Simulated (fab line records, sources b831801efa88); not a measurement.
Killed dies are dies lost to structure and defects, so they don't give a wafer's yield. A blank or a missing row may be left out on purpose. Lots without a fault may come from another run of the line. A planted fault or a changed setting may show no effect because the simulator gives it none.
fab line records | flow sky130
record lots=13 wafers=39 last_day=50
route steps=708 shown SONOS_ONO@182 POLY_GATE@205 PAD_OPEN@708
lots that met no fault: from a run of the same line without faults
start_h: hours from the record's first day to the start of the lot's first wafer shown | wait_h: hours since the lot's step before | " the same as in the row above | L1.1+2: a row that stands for several wafers | - no value, or no start given | * or withheld: withheld | < > ~ a bound
route shown NAME@n: a module of which the file shows steps, and the number in the route of the first | usual: mean/standard deviation of fault-free wafers | same: alike in all rows | chamber/n: place in a boat | sites: the reading at each site | _std_site: their standard deviation | _edge_site: outer sites' mean less inner sites' | radius_mm: how far each site lies from the wafer's centre | mask NAME#n: copy n | behind: the tool/chamber that last shaped the wafer | hold: why the lot was held/for how many hours/how that ended | device: the transistor (n, p or np) that didn't switch | end of line: the same wafers' tests at the end of the route | a step without rows: its recipe alone | killed: dies lost to structure and defects at the first sort, not the wafer's yield | map: a wafer's dies, x killed, . not, _ none there
set.NAME: the setting as run; set.NAME@STEP: as run at that earlier step | model.NAME: the simulator's own value behind a step, which no gauge read
steps of the route over a sample of lots; a table a step, a row a wafer
services: from which hour (start_h, from the record's first day; less than 0 if before it) a tool's chamber was out of use, for how many hours, and why
## steps
# step SKY_SONOS_ONO_OVL_MEAS_14
# usual SONOS_ONO_OVL=-1.3/1.3
# columns lot.wafer tool chamber start_h wait_h SONOS_ONO_OVL[nm]
L858.1 overlay-01 - 280.87 0.1 -0.8
L858.4 " - " " -0.4
L858.5 " - " " -0.8
L859.3 overlay-01 - 284.58 0.1 -2.6
L859.4 " - " " -1.9
L859.5 " - " " -0.3
L860.3 overlay-02 - 296.02 0.1 0.6
L860.4 " - " " 0.3
L860.6 " - " " 0.6
L864.1 overlay-01 - 326.81 0.1 -2.3
L864.2 " - " " -2.2
L864.3 " - " " -3.0
L865.1 overlay-01 - 340.01 0.1 -1.1
L865.2 " - " " -1.4
L865.6 " - " " -0.3
L866.1 overlay-02 - 344.47 0.1 -2.5
L866.4 " - " " -2.3
L866.6 " - " " -1.8
L867.1 overlay-02 - 351.37 0.1 -1.8
L867.3 " - " " -1.4
L867.5 " - " " -1.0
L868.1 overlay-01 - 361.46 0.1 -0.3
L868.5 " - " " 0.6
L868.6 " - " " -0.8
L873.1 overlay-01 - 399.81 0.1 -2.4
L873.3 " - " " -1.4
L873.6 " - " " -0.7
L872.1 overlay-02 - 400.11 0.1 -1.7
L872.3 " - " " -2.6
L872.4 " - " " -2.6
L875.1 overlay-01 - 422.02 0.1 0.4
L875.2 " - " " -0.1
L875.5 " - " " 0.9
L878.1 overlay-02 - 449.02 0.1 -0.4
L878.2 " - " " -1.3
L878.4 " - " " -1.5
L881.1 overlay-01 - 479.56 0.1 -2.5
L881.4 " - " " -0.9
L881.5 " - " " -2.9
# step SKY_POLY_GATE_THK_MEAS_01
# recipe reads=poly-Si_of_POLY_GATE_CVD_00
# usual POLY_GATE_CVD_00_THK=180.7/1.6
# columns lot.wafer tool chamber start_h wait_h POLY_GATE_CVD_00_THK[nm]
L858.1 film_metro-03 - 312.28 0.0 181.4
L858.4 " - " " 181.7
L858.5 " - " " 181.1
L859.3 film_metro-04 - 318.45 0.0 181.4
L859.4 " - " " 179.0
L859.5 " - " " 179.7
L860.3 film_metro-03 - 330.18 0.0 181.5
L860.4 " - " " 181.0
L860.6 " - " " 181.3
L864.1 film_metro-03 - 363.59 0.0 175.6
L864.2 " - " " 177.4
L864.3 " - " " 178.4
L865.1 film_metro-03 - 375.01 0.0 180.0
L865.2 " - " " 179.2
L865.6 " - " " 179.4
L866.1 film_metro-04 - 379.21 0.0 182.3
L866.4 " - " " 182.3
L866.6 " - " " 180.8
L867.1 film_metro-02 - 387.18 0.0 182.1
L867.3 " - " " 184.4
L867.5 " - " " 184.2
L868.1 film_metro-02 - 396.59 0.0 183.5
L868.5 " - " " 184.0
L868.6 " - " " 182.4
L873.1 film_metro-04 - 436.49 0.0 181.7
L873.3 " - " " 180.9
L873.6 " - " " 181.1
L872.1 film_metro-03 - 438.02 0.0 179.7
L872.3 " - " " 181.1
L872.4 " - " " 181.1
L875.1 film_metro-04 - 458.67 0.0 178.8
L875.2 " - " " 178.9
L875.5 " - " " 179.9
L878.1 film_metro-02 - 484.63 0.0 180.4
L878.2 " - " " 179.3
L878.4 " - " " 180.6
L881.1 film_metro-02 - 515.52 0.0 181.1
L881.4 " - " " 178.9
L881.5 " - " " 180.9
# step SKY_POLY_GATE_EXPOSE_10
# recipe mask_id=P1M na=0.68 source_shape=conventional sigma_outer=0.6 target_cd_nm=150 dose_mj=28
# columns lot.wafer tool chamber start_h wait_h mask
L858.1+4+5 krf_scanner-02 0 355.08 - P1M#0
L859.3+4+5 krf_scanner-02 0 360.83 - P1M#0
L860.3+4+6 krf_scanner-02 0 374.43 - P1M#0
L864.1+2+3 krf_scanner-02 0 412.66 - P1M#0
L865.1+2+6 krf_scanner-02 0 419.94 - P1M#0
L866.1+4+6 krf_scanner-01 0 424.61 - P1M#0
L867.1+3+5 krf_scanner-01 0 433.74 - P1M#0
L868.1+5+6 krf_scanner-01 0 443.54 - P1M#0
L873.1+3+6 krf_scanner-02 0 484.48 - P1M#0
L872.1+3+4 krf_scanner-01 0 485.86 - P1M#0
L875.1+2+5 krf_scanner-02 0 507.23 - P1M#0
L878.1+2+4 krf_scanner-01 0 532.26 - P1M#0
L881.1+4+5 krf_scanner-02 0 562.51 - P1M#0
# step SKY_POLY_GATE_OVL_MEAS_14
# usual POLY_GATE_OVL=0/5.6
# columns lot.wafer tool chamber start_h wait_h POLY_GATE_OVL[nm]
L858.1 overlay-02 - 369.11 0.1 -5
L858.4 " - " " -10
L858.5 " - " " -1
L859.3 overlay-01 - 374.82 0.1 6
L859.4 " - " " -10
L859.5 " - " " -6
L860.3 overlay-02 - 389.06 0.1 4
L860.4 " - " " -3
L860.6 " - " " 5
L864.1 overlay-02 - 426.40 0.1 -3
L864.2 " - " " 1
L864.3 " - " " -1
L865.1 overlay-02 - 435.60 0.1 3
L865.2 " - " " 2
L865.6 " - " " 7
L866.1 overlay-01 - 440.15 0.1 -1
L866.4 " - " " -6
L866.6 " - " " 3
L867.1 overlay-01 - 449.20 0.1 -4
L867.3 " - " " 4
L867.5 " - " " -2
L868.1 overlay-02 - 458.50 0.1 -1
L868.5 " - " " 1
L868.6 " - " " -4
L873.1 overlay-01 - 500.20 0.1 1
L873.3 " - " " -8
L873.6 " - " " -4
L872.1 overlay-02 - 500.91 0.1 37
L872.3 " - " " 38
L872.4 " - " " 36
L875.1 overlay-01 - 522.20 0.1 4
L875.2 " - " " 3
L875.5 " - " " 2
L878.1 overlay-01 - 547.66 0.1 33
L878.2 " - " " 32
L878.4 " - " " 36
L881.1 overlay-02 - 577.16 0.1 -12
L881.4 " - " " -1
L881.5 " - " " -10
# step SKY_POLY_GATE_ETCH_15
# recipe chemistry=N2/H2 target=BARC ion_energy_ev=200 source_w=500 bias_w=100 pressure_mtorr=30 n2_flow_sccm=100 h2_flow_sccm=200 stop_on=SiO2 time_s=118.5 target_depth_a=1100
# usual drypump_motor_current_A=5.6/0.55 oes_product_au=0.717/0.0044 throttle_valve_pct=13.213/0.01
# same time_s=118.5
# columns lot.wafer tool chamber start_h wait_h drypump_motor_current_A oes_product_au rf_hours_counter_h throttle_valve_pct
L858.1 rie_diel-03 0 369.14 0.0 6.1 0.717 105 13.213
L858.4 " 2 " " 5.7 0.719 45 13.224
L858.5 " 1 " " 5.8 0.717 - 13.215
L859.3 rie_diel-03 3 374.84 0.0 4.8 0.718 6 13.217
L859.4 " 0 " " 6.1 0.712 105 13.218
L859.5 " 3 " " 4.7 0.720 - 13.208
L860.3 rie_diel-01 3 389.09 0.0 5.7 0.715 102 13.229
L860.4 " 1 " " 6.4 0.717 13 13.231
L860.6 " 1 " " 6.4 0.723 - 13.199
L864.1 rie_diel-01 2 426.44 0.0 4.8 0.713 11 13.204
L864.2 " 1 " " 6.4 0.712 14 13.237
L864.3 " 0 " " 4.9 0.713 12 13.226
L865.1 rie_diel-02 0 435.64 0.0 5.6 0.720 0 13.209
L865.2 " 2 " " 5.7 0.720 8 13.227
L865.6 " 0 " " 5.6 0.710 - 13.191
L866.1 rie_diel-02 3 440.19 0.0 6.2 0.711 46 13.204
L866.4 " 1 " " 5.2 0.718 1 13.208
L866.6 " 2 " " 5.7 0.713 - 13.224
L867.1 rie_diel-03 3 449.24 0.0 4.8 0.715 8 13.221
L867.3 " 2 " " 5.7 0.704 48 13.206
L867.5 " 2 " " 5.7 0.724 - 13.222
L868.1 rie_diel-01 1 458.54 0.0 6.4 0.713 15 13.207
L868.5 " 0 " " 4.9 0.719 - 13.207
L868.6 " 1 " " 6.4 0.721 - 13.223
L873.1 rie_diel-02 0 500.24 0.0 5.6 0.714 1 13.226
L873.3 " 2 " " 5.7 0.707 9 13.220
L873.6 " 1 " " 5.2 0.713 - 13.201
L872.1 rie_diel-01 2 500.94 0.0 4.7 0.718 12 13.231
L872.3 " 0 " " 5.0 0.706 13 13.209
L872.4 " 3 " " 5.8 0.712 1 13.202
L875.1 rie_diel-02 3 522.24 0.0 6.1 0.719 47 13.217
L875.2 " 1 " " 5.2 0.713 3 13.221
L875.5 " 0 " " 5.5 0.718 - 13.219
L878.1 rie_diel-03 3 547.69 0.0 4.8 0.714 10 13.227
L878.2 " 1 " " 5.8 0.731 4 13.219
L878.4 " 2 " " 5.7 0.720 50 13.232
L881.1 rie_diel-01 0 577.19 0.0 4.9 0.723 15 13.206
L881.4 " 3 " " 5.8 0.719 2 13.213
L881.5 " 2 " " 4.7 0.711 - 13.225
# step SKY_PAD_OPEN_PROBE_99
# usual killed_at_M0_to_M3=44/7 killed_at_M4_up=3.2/1.8 killed_at_contacts=24/5.1 killed_at_front_end=15/4.3 killed_at_other=0.3/0.5 killed_dies=86/9.6 killed_open=48/7.1 killed_short=38/6.7
# same gross_dies=492 killed_at_back_side=0
# columns lot.wafer tool chamber start_h wait_h killed_at_M0_to_M3 killed_at_M4_up killed_at_contacts killed_at_front_end killed_at_other killed_dies killed_open killed_short
L858.1 prober-01 - 1076.90 0.1 43 2 21 9 0 75 43 32
L858.4 prober-01 - 1077.05 0.2 40 2 17 14 0 73 43 27
L858.5 prober-01 - 1077.10 0.2 43 3 25 13 1 85 45 36
L867.1 prober-02 - 1128.66 0.1 38 3 17 17 0 75 40 34
L867.3 prober-02 - 1128.76 0.2 50 6 18 15 0 89 51 38
L867.5 prober-02 - 1128.86 0.2 44 2 34 24 0 104 59 45
L872.1 prober-02 - 1164.05 0.1 33 1 22 16 0 72 47 25
L872.3 prober-02 - 1164.15 0.2 44 4 18 13 0 79 48 30
L872.4 prober-02 - 1164.20 0.2 38 3 19 13 2 75 34 37
L875.1 prober-02 - 1174.18 0.1 39 4 20 17 0 80 45 35
L875.2 prober-02 - 1174.23 0.1 44 1 27 15 0 87 46 41
L875.5 prober-02 - 1174.38 0.2 41 1 24 17 0 83 48 35
L878.1 prober-01 - 1186.50 0.1 48 3 26 21 1 99 53 46
L878.2 prober-01 - 1186.55 0.1 43 7 32 15 0 97 50 46
L878.4 prober-01 - 1186.65 0.2 48 6 35 21 0 110 49 61
# killed by level:class
L858.1 CONTACT:geometric_particle:open=14 METAL2:geometric_particle:short=10 VIA1:geometric_particle:short=7 LI_CONTACT:geometric_particle:open=5 METAL1:geometric_particle:short=5 VIA2:geometric_particle:open=5 SPACER:geometric_particle:open=4 VIA1:geometric_particle:open=4
L858.4 VIA1:geometric_particle:open=8 VIA2:geometric_particle:open=7 CONTACT:geometric_particle:open=6 VIA3:geometric_particle:open=6 POLY_GATE:geometric_particle:open=5 LI_CONTACT:geometric_particle:open=5 METAL1:geometric_particle:short=5 METAL2:geometric_particle:short=5
L858.5 CONTACT:geometric_particle:open=10 VIA3:geometric_particle:open=7 VIA2:geometric_particle:open=7 VIA1:geometric_particle:short=6 VIA2:geometric_particle:short=6 LI_CONTACT:geometric_particle:short=5 LI_CONTACT:geometric_particle:open=5 VIA1:geometric_particle:open=5
L867.1 VIA1:geometric_particle:open=17 CONTACT:geometric_particle:open=7 METAL2:geometric_particle:short=5 VIA1:geometric_particle:short=5 FIELD_ISO:geometric_particle:open=4 POLY_GATE:geometric_particle:short=4 LI_CONTACT:geometric_particle:open=3 LI_CONTACT:geometric_particle:short=3
L867.3 VIA1:geometric_particle:open=16 LI_CONTACT:geometric_particle:open=7 VIA2:geometric_particle:open=7 METAL1:geometric_particle:short=7 VIA3:geometric_particle:open=6 METAL2:geometric_particle:short=5 VIA1:geometric_particle:short=5 METAL4:geometric_particle:short=5
L867.5 CONTACT:geometric_particle:open=13 VIA1:geometric_particle:open=12 VIA2:geometric_particle:open=10 CONTACT:geometric_particle:short=8 POLY_GATE:geometric_particle:short=8 LI_CONTACT:geometric_particle:open=6 FIELD_ISO:geometric_particle:open=5 LOCAL_INTERCONNECT:geometric_particle:short=4
L872.1 VIA3:geometric_particle:open=9 FIELD_ISO:geometric_particle:open=8 LI_CONTACT:geometric_particle:open=7 VIA1:geometric_particle:open=6 CONTACT:geometric_particle:open=5 FIELD_ISO:geometric_particle:short=4 VIA2:geometric_particle:open=4 CONTACT:geometric_particle:short=4
L872.3 VIA1:geometric_particle:open=12 VIA3:geometric_particle:open=7 VIA1:geometric_particle:short=6 METAL2:geometric_particle:short=6 FIELD_ISO:geometric_particle:open=4 FIELD_ISO:geometric_particle:short=4 LI_CONTACT:geometric_particle:short=4 LI_CONTACT:geometric_particle:open=4
L872.4 VIA3:geometric_particle:short=9 CONTACT:geometric_particle:open=7 VIA3:geometric_particle:open=6 VIA1:geometric_particle:short=5 METAL2:geometric_particle:short=5 LI_CONTACT:geometric_particle:open=4 VIA1:geometric_particle:open=4 POLY_GATE:geometric_particle:short=3
L875.1 VIA1:geometric_particle:open=11 FIELD_ISO:geometric_particle:short=8 CONTACT:geometric_particle:open=8 VIA3:geometric_particle:open=6 FIELD_ISO:geometric_particle:open=5 VIA1:geometric_particle:short=4 VIA3:geometric_particle:short=4 VIA2:geometric_particle:open=4
L875.2 CONTACT:geometric_particle:open=11 VIA1:geometric_particle:open=10 VIA2:geometric_particle:open=9 CONTACT:geometric_particle:short=8 METAL2:geometric_particle:short=8 POLY_GATE:geometric_particle:short=6 VIA3:geometric_particle:open=6 LOCAL_INTERCONNECT:geometric_particle:short=5
L875.5 VIA1:geometric_particle:open=11 LI_CONTACT:geometric_particle:open=7 CONTACT:geometric_particle:open=7 VIA3:geometric_particle:short=6 VIA3:geometric_particle:open=6 POLY_GATE:geometric_particle:open=5 METAL2:geometric_particle:short=5 VIA2:geometric_particle:open=5
L878.1 VIA1:geometric_particle:open=16 LI_CONTACT:geometric_particle:open=8 CONTACT:geometric_particle:open=8 FIELD_ISO:geometric_particle:open=6 METAL1:geometric_particle:short=6 CONTACT:geometric_particle:short=6 VIA1:geometric_particle:short=5 METAL2:geometric_particle:short=5
L878.2 CONTACT:geometric_particle:open=9 VIA1:geometric_particle:open=9 LI_CONTACT:geometric_particle:open=8 LOCAL_INTERCONNECT:geometric_particle:short=8 METAL1:geometric_particle:short=6 FIELD_ISO:geometric_particle:short=5 CONTACT:geometric_particle:short=5 VIA1:geometric_particle:short=5
L878.4 VIA1:geometric_particle:open=11 METAL1:geometric_particle:short=10 CONTACT:geometric_particle:short=10 CONTACT:geometric_particle:open=8 LOCAL_INTERCONNECT:geometric_particle:short=7 SPACER:geometric_particle:open=7 VIA2:geometric_particle:open=7 VIA1:geometric_particle:short=6
## services
# columns tool chamber start_h hours kind
rie_diel-02 1 337.14 3.6 repair
krf_scanner-02 - 347.80 4.0 pm
rie_diel-01 2 348.75 7.0 repair
krf_scanner-02 - 351.83 1.3 pm
krf_scanner-01 - 358.18 3.6 repair
krf_scanner-02 - 363.74 0.7 repair
krf_scanner-01 - 366.45 0.9 repair
rie_diel-01 1 368.51 5.9 repair
rie_diel-03 - 370.27 4.0 pm
krf_scanner-02 - 436.20 0.2 repair
krf_scanner-02 - 446.13 3.5 repair
krf_scanner-01 - 464.82 0.8 pm
krf_scanner-02 - 470.50 0.4 repair
krf_scanner-02 - 476.50 0.8 pm
krf_scanner-01 - 478.75 1.0 pm
krf_scanner-01 - 490.55 4.4 pm
krf_scanner-02 - 494.61 11.2 repair
rie_diel-01 - 501.80 2.8 pm
krf_scanner-02 - 505.80 1.0 pm
krf_scanner-01 - 506.80 1.3 pm
krf_scanner-01 - 512.49 10.9 repair
krf_scanner-02 - 525.00 1.3 pm
krf_scanner-02 - 528.33 0.6 repair
krf_scanner-02 - 547.76 9.7 repair
## key
first_sign step=SKY_POLY_GATE_OVL_MEAS_14 reading=POLY_GATE_OVL direction=up sigmas=6.4 usual=0 struck=36
effect none on later readings
met_at SKY_POLY_GATE_EXPOSE_10
struck_lots L872,L878
tester_left_out L872,L878
not_acting_at SKY_SONOS_ONO_OVL_MEAS_14,SKY_POLY_GATE_THK_MEAS_01,SKY_POLY_GATE_ETCH_15
onset_between 443.54 485.86
fault kind=scanner_matching_overlay tool=krf_scanner-01 chamber=- onset_h=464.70 steps=SKY_POLY_GATE_EXPOSE_10 offset=35.449
# tester_left_out: of these lots the tester's yield and bins aren't shown, on N5 and GAA mostly nor the transistor test; their killed dies are dies lost to structure and defects alone, not to doping, threshold or leakage, so they don't give the yield
